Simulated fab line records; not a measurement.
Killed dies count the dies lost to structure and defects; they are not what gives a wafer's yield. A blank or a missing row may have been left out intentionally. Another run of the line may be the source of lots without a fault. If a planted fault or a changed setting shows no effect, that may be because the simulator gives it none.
Which tool did it?	flow sky130	24 lots with 72 wafers sampled at 6 steps, on a route of 708 steps

## WHAT THE GAUGES READ, wafer by wafer
SKY_FIELD_ISO_THK_MEAS_04.
lot	measured	on	FIELD_ISO_CVD_03_THK (nm)
L074	day 1 15:28	film_metro-04	163.2 164.8 164.9
L075	day 1 18:32	film_metro-03	166.6 164.7 167.7
L076	day 1 23:30	film_metro-03	165.7 166.1 165.2
L077	day 2 04:48	film_metro-03	165.4 166.1 166.6
L078	day 2 11:01	film_metro-03	163.7 162.6 162.9
L079	day 2 16:01	film_metro-01	162.9 164.2 161.9
L080	day 2 21:10	film_metro-03	165.8 165.7 167.1
L081	day 3 02:00	film_metro-03	163.3 164.5 164.1
L082	day 3 05:29	film_metro-03	169.6 168.3 168.8
L083	day 3 11:35	film_metro-03	165.4 166.9 163.9
L084	day 3 16:59	film_metro-04	166.7 166.8 165.3
L085	day 3 21:16	film_metro-03	166.7 166.8 166.9
L086	day 4 01:29	film_metro-03	166.2 167.0 167.2
L087	day 4 06:30	film_metro-03	166.8 167.7 166.0
L088	day 4 15:10	film_metro-03	165.2 164.0 164.7
L089	day 4 17:42	film_metro-04	167.2 167.5 167.5
L090	day 5 00:08	film_metro-04	165.6 165.5 166.4
L091	day 5 03:38	film_metro-03	166.6 167.1 168.4
L092	day 5 09:03	film_metro-04	163.7 162.3 162.1
L093	day 5 12:37	film_metro-01	164.6 162.9 165.4
L094	day 5 22:52	film_metro-03	161.6 162.6 162.4
L095	day 6 05:34	film_metro-04	167.3 165.3 165.0
L096	day 6 05:35	film_metro-01	163.0 162.6 161.6
L097	day 6 16:14	film_metro-03	164.1 164.4 162.5

SKY_VT_ADJUST_NCORE_TW_MEAS_11.
lot	measured	on	VT_ADJUST_NCORE_TW
L074	day 8 15:36	film_metro-03	215.7 216.8 217.0
L075	day 8 17:35	film_metro-03	217.1 215.2 216.0
L076	day 9 02:08	film_metro-01	218.3 220.1 219.3
L077	day 9 08:15	film_metro-03	218.0 218.2 217.5
L078	day 9 17:58	film_metro-03	217.3 217.4 217.9
L079	day 10 01:46	film_metro-04	219.9 219.9 221.2
L080	day 10 08:01	film_metro-01	218.5 219.4 218.4
L081	day 10 18:02	film_metro-03	217.7 218.1 218.0
L082	day 10 19:18	film_metro-01	218.7 219.4 219.7
L083	day 11 01:37	film_metro-03	218.0 217.4 216.9
L084	day 11 13:01	film_metro-04	218.9 220.1 219.2
L085	day 11 20:10	film_metro-03	216.3 217.7 216.5
L086	day 12 09:10	film_metro-01	218.1 218.7 218.0
L087	day 12 03:02	film_metro-01	218.2 219.1 219.8
L088	day 12 20:29	film_metro-01	217.0 219.3 218.8
L089	day 13 01:47	film_metro-01	219.3 219.4 218.9
L090	day 14 06:46	film_metro-03	218.1 217.9 218.4
L091	day 14 03:01	film_metro-04	219.7 220.2 219.9
L092	day 14 12:11	film_metro-01	218.4 220.2 218.8
L093	day 14 12:06	film_metro-03	217.5 218.5 217.4
L094	day 14 17:55	film_metro-04	218.8 218.6 218.9
L095	day 15 00:02	film_metro-03	216.6 217.1 216.8
L096	day 15 01:55	film_metro-03	217.5 218.0 218.2
L097	day 15 18:22	film_metro-03	218.4 218.6 218.4

SKY_SPACER_THK_MEAS_01.
lot	measured	on	SPACER_CVD_00_THK (nm)
L074	day 23 02:25	film_metro-04	43.1 42.6 42.9
L075	day 23 01:13	film_metro-04	42.8 42.8 43.1
L076	day 23 15:23	film_metro-04	43.2 43.1 43.5
L077	day 23 23:08	film_metro-01	43.2 43.4 42.8
L078	day 24 11:03	film_metro-04	43.5 43.5 43.3
L079	day 24 20:26	film_metro-04	43.6 44.0 44.0
L080	day 25 04:08	film_metro-04	43.6 43.4 43.5
L081	day 25 16:39	film_metro-04	44.1 43.7 43.8
L082	day 25 14:05	film_metro-01	43.4 43.3 43.2
L083	day 26 05:43	film_metro-02	43.6 43.2 43.3
L084	day 26 16:52	film_metro-01	42.4 42.6 42.5
L085	day 27 00:11	film_metro-02	42.8 42.8 43.2
L086	day 28 00:22	film_metro-01	42.7 43.3 43.1
L087	day 27 10:44	film_metro-04	42.8 42.7 43.0
L088	day 28 02:25	film_metro-04	43.0 43.1 42.6
L089	day 28 09:55	film_metro-04	42.2 42.6 42.4
L090	day 29 21:15	film_metro-01	43.3 43.1 43.1
L091	day 29 14:28	film_metro-01	42.9 42.5 42.7
L092	day 30 07:21	film_metro-01	42.8 42.9 43.4
L093	day 30 00:50	film_metro-01	43.2 43.5 43.4
L094	day 30 05:05	film_metro-01	42.7 42.6 42.7
L095	day 30 12:37	film_metro-04	43.0 43.3 43.2
L096	day 30 19:20	film_metro-04	43.1 42.8 42.8
L097	day 31 06:14	film_metro-02	42.9 42.7 43.0

SKY_CONTACT_CD_MEAS_14 targets a cd of 170 nm.
lot	measured	on	cd_nm (nm)
L074	day 31 18:23	cd_sem-02	169.8 168.7 168.6
L075	day 31 18:03	cd_sem-02	167.8 168.1 168.6
L076	day 32 04:50	cd_sem-02	171.2 170.7 171.3
L077	day 32 13:35	cd_sem-01	172.0 171.2 171.2
L078	day 33 00:00	cd_sem-01	168.9 170.2 170.1
L079	day 33 04:56	cd_sem-02	171.0 171.1 171.0
L080	day 33 14:58	cd_sem-01	172.9 169.8 170.2
L081	day 34 02:17	cd_sem-02	172.1 171.0 171.7
L082	day 33 22:46	cd_sem-02	169.4 170.5 168.7
L083	day 34 13:16	cd_sem-01	167.4 166.2 166.6
L084	day 34 21:38	cd_sem-02	168.9 169.4 169.7
L085	day 35 06:13	cd_sem-02	170.9 168.4 168.7
L086	day 36 01:58	cd_sem-02	169.3 170.1 169.3
L087	day 35 13:57	cd_sem-02	169.3 171.2 171.8
L088	day 36 05:11	cd_sem-01	170.0 170.6 170.0
L089	day 36 11:39	cd_sem-01	168.7 171.3 172.4
L090	day 37 17:25	cd_sem-01	171.8 170.7 170.4
L091	day 37 14:49	cd_sem-02	170.2 169.6 171.3
L092	day 38 05:47	cd_sem-02	170.6 169.2 169.9
L093	day 37 21:49	cd_sem-02	170.7 170.7 168.9
L094	day 38 03:15	cd_sem-01	168.8 168.4 168.2
L095	day 38 09:40	cd_sem-01	169.0 169.7 170.5
L096	day 38 16:37	cd_sem-01	171.0 171.4 172.1
L097	day 39 01:05	cd_sem-01	171.1 169.8 169.0

SKY_CAPM_OVL_MEAS_12.
lot	measured	on	CAPM_OVL (nm)
L074	day 37 14:51	overlay-02	0.7 1.1 1.2
L075	day 37 14:38	overlay-01	-1.8 -0.3 0.0
L076	day 37 22:43	overlay-01	1.9 2.2 1.8
L077	day 38 07:20	overlay-01	1.7 -1.8 1.2
L078	day 38 18:35	overlay-02	0.3 0.2 0.8
L079	day 38 21:07	overlay-02	3.2 1.9 0.5
L080	day 39 06:44	overlay-02	0.3 1.0 -0.4
L081	day 39 18:26	overlay-01	2.2 1.0 1.1
L082	day 39 15:46	overlay-01	-0.4 -0.7 0.4
L083	day 40 05:58	overlay-01	0.2 0.1 2.1
L084	day 40 12:36	overlay-01	2.4 2.2 2.7
L085	day 40 20:54	overlay-02	-0.6 -0.8 -0.6
L086	day 41 14:59	overlay-01	4.3 1.0 2.0
L087	day 41 03:04	overlay-01	-0.4 0.1 0.2
L088	day 41 18:52	overlay-02	1.4 1.7 1.9
L089	day 42 00:41	overlay-01	0.4 2.0 0.4
L090	day 43 03:12	overlay-01	-0.1 1.1 1.6
L091	day 43 02:13	overlay-02	0.6 -1.0 2.5
L092	day 43 13:43	overlay-01	2.0 1.1 1.7
L093	day 43 06:17	overlay-02	0.2 0.4 0.6
L094	day 43 10:28	overlay-01	1.5 1.1 2.2
L095	day 43 16:28	overlay-02	-2.1 -0.1 -0.6
L096	day 44 01:00	overlay-01	-1.7 -1.5 0.5
L097	day 44 07:15	overlay-02	-0.1 -2.2 -0.9

## WHICH TOOL RAN EACH LOT (tool, then ch and the chambers of the sampled wafers, then the start)
lot	SKY_DNWELL_STRIP_08
L074	plasma_asher-01 ch 0,1, day 3 06:46
L075	plasma_asher-01 ch 0, day 3 09:45
L076	plasma_asher-03 ch 0,1, day 3 14:53
L077	plasma_asher-04 ch 0,1, day 3 20:30
L078	plasma_asher-04 ch 0,1, day 4 03:21
L079	plasma_asher-04 ch 0,1, day 4 09:38
L080	plasma_asher-01 ch 0,1, day 4 13:31
L081	plasma_asher-04 ch 0,1, day 4 19:57
L082	plasma_asher-03 ch 0,1, day 4 22:31
L083	plasma_asher-04 ch 0,1, day 5 04:57
L084	plasma_asher-01 ch 0,1, day 5 11:22
L085	plasma_asher-03 ch 0,1, day 5 16:16
L086	plasma_asher-03 ch 0,1, day 5 21:12
L087	plasma_asher-04 ch 0,1, day 5 22:48
L088	plasma_asher-03 ch 0,1, day 6 09:53
L089	plasma_asher-03 ch 0,1, day 6 14:07
L090	plasma_asher-03 ch 0,1, day 7 11:44
L091	plasma_asher-01 ch 0,1, day 7 11:42
L092	plasma_asher-01 ch 0,1, day 7 17:17
L093	plasma_asher-04 ch 0,1, day 7 16:58
L094	plasma_asher-01 ch 0,1, day 7 21:41
L095	plasma_asher-03 ch 0,1, day 8 01:00
L096	plasma_asher-04 ch 1, day 8 03:24
L097	plasma_asher-03 ch 0,1, day 8 15:32
- SKY_DNWELL_STRIP_08: strips in O2/N2.

## AS READ BY THE TOOLS THEMSELVES (means over the sampled wafers that have a number; for cases with no such wafer, the mark the record gives instead)
SKY_DNWELL_STRIP_08.
lot	tool	chamber_pressure_mTorr (mTorr)	drypump_motor_current_A (A)	oes_product_au (a.u.)	strip_time_to_endpoint_s (s)
L074	plasma_asher-01	1500.8	5.34	0.721	36.83
L075	plasma_asher-01	1500.0	5.48	0.718	36.78
L076	plasma_asher-03	1499.8	5.62	0.723	36.88
L077	plasma_asher-04	1500.1	5.50	0.721	37.03
L078	plasma_asher-04	1500.5	5.48	0.720	36.81
L079	plasma_asher-04	1500.1	5.49	0.720	36.92
L080	plasma_asher-01	1499.1	5.30	0.722	36.89
L081	plasma_asher-04	1500.6	5.60	0.722	37.06
L082	plasma_asher-03	1499.7	5.61	0.724	36.98
L083	plasma_asher-04	1501.1	5.48	0.725	36.85
L084	plasma_asher-01	1499.8	5.37	0.725	36.92
L085	plasma_asher-03	1500.4	5.78	0.722	36.85
L086	plasma_asher-03	1500.5	5.79	0.717	36.81
L087	plasma_asher-04	1501.0	5.47	0.723	36.80
L088	plasma_asher-03	1500.1	5.78	0.721	36.98
L089	plasma_asher-03	1499.3	5.80	0.726	36.75
L090	plasma_asher-03	1500.6	5.78	0.723	36.89
L091	plasma_asher-01	1501.0	5.40	0.721	36.80
L092	plasma_asher-01	1500.5	5.38	0.719	36.91
L093	plasma_asher-04	1498.1	5.49	0.723	37.02
L094	plasma_asher-01	1500.5	5.40	0.723	37.00
L095	plasma_asher-03	1500.6	5.62	0.723	36.79
L096	plasma_asher-04	1500.6	5.40	0.723	36.90
L097	plasma_asher-03	1499.9	5.79	0.722	36.91

## THE ANSWER, worked out from the rows above alone
Rule: usual is defined by the lots themselves. The widest of any qualifying gaps counts: lots, ordered by their means at a reading, are off when they make up no more than a third of the lots, leave a main group of 4 or more, and stand apart from it by 3 or more times the standard deviation of that group's means. A main group is skipped when, at the precision printed for the reading in the tables above, its means are all equal. A lot without any number at a reading at which 4 lots or more have one is off too. All remaining lots with rows at the step are treated as sound. The gauges are gone through in route order, then the tools' own readings, and for those a lot's mean is taken as printed above. At the first step where some lot is off, the reading lying furthest off is the one used; lots without a number count as furthest.
Across all readings shown, no lot is off: no conclusion can be drawn from this.

## WHAT HAD BEEN PUT IN BY THE SIMULATOR
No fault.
